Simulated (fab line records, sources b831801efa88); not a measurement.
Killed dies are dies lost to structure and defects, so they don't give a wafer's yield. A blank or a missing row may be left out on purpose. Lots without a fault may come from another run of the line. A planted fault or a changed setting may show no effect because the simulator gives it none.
Chamber matching | flow sfq_line | SFQ_TRILAYER_I4_CMP_CMP_100 on cmp-02: 4 sister chambers
The step polishes SiO2. 18 wafers are shown with their chamber, then 8 later ones without.

WAFERS WITH THEIR CHAMBER
wafer  | chamber | motor_current_A (A) | platen_rpm (rpm) | time_to_endpoint_s (s)
L656.2 | 3       | 11.1                | 60.02            | 215
L656.5 | 3       | 10.9                | 59.95            | 220
L656.6 | 0       | 9.8                 | 59.99            | 224
L658.4 | 0       | 10.3                | 59.95            | 215
L658.1 | 2       | 11.2                | 59.98            | 219
L658.5 | 0       | 9.7                 | 59.92            | 221
L661.1 | 2       | 11.3                | 60.06            | 220
L661.3 | 1       | 10.2                | 60.02            | 222
L661.5 | 0       | 10.1                | 60.01            | 229
L662.3 | 1       | 10.0                | 60.00            | 214
L662.1 | 3       | 10.6                | 60.04            | 206
L662.6 | 1       | 10.9                | 60.04            | 216
L669.1 | 0       | 10.6                | 59.92            | 196
L669.5 | 3       | 11.1                | 60.07            | 205
L673.3 | 0       | 9.9                 | 59.99            | 210
L673.2 | 3       | 11.1                | 60.07            | 208
L673.5 | 0       | 9.8                 | 59.87            | 213
L676.2 | 1       | 10.8                | 60.00            | 220

SIGNATURES (means of the wafers above)
reading            | chamber 0 | chamber 1 | chamber 2 | chamber 3 | scatter within a chamber
motor_current_A    | 10.029    | 10.475    | 11.250    | 10.960    | 0.318
platen_rpm         | 59.9500   | 60.0150   | 60.0200   | 60.0300   | 0.0456
time_to_endpoint_s | 215.43    | 218.00    | 219.50    | 210.80    | 8.06
Rule: a wafer's distance from a chamber is the root of the sum, over the readings, of the square of ((its reading less the chamber's mean) divided by the reading's scatter). The wafer belongs to the nearest chamber; if the next one is less than 2 further off, it can't be placed. The scatter: the root of (the sum of the squares of (reading less its chamber's mean) over the shown wafers, divided by (wafers less chambers)).

WAFERS WITHOUT THEIR CHAMBER
wafer  | motor_current_A (A) | platen_rpm (rpm) | time_to_endpoint_s (s)
L676.3 | 11.6                | 59.98            | 211
L676.5 | 11.1                | 60.06            | 219
L677.3 | 11.1                | 59.98            | 215
L677.4 | 10.0                | 60.05            | 216
L677.5 | 11.3                | 60.12            | 227
L679.4 | 11.3                | 59.99            | 225
L679.5 | 10.8                | 59.91            | 220
L679.6 | 11.7                | 60.00            | 219

WHICH CHAMBER EACH WENT THROUGH
wafer  | from the rows above               | in truth
L676.3 | can't be placed: 2 or 3 or 1      | 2
L676.5 | can't be placed: 2 or 3 or 1      | 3
L677.3 | can't be placed: 2 or 3 or 1      | 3
L677.4 | can't be placed: 1 or 0 or 3      | 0
L677.5 | can't be placed: 2 or 3 or 1      | 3
L679.4 | can't be placed: 2 or 3 or 1      | 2
L679.5 | can't be placed: 1 or 0 or 2 or 3 | 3
L679.6 | can't be placed: 2 or 3           | 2
Placed correctly: 0 of 8. Can't be placed from these rows: 8 (the true chamber is among the candidates in 8). Placed wrongly: 0.
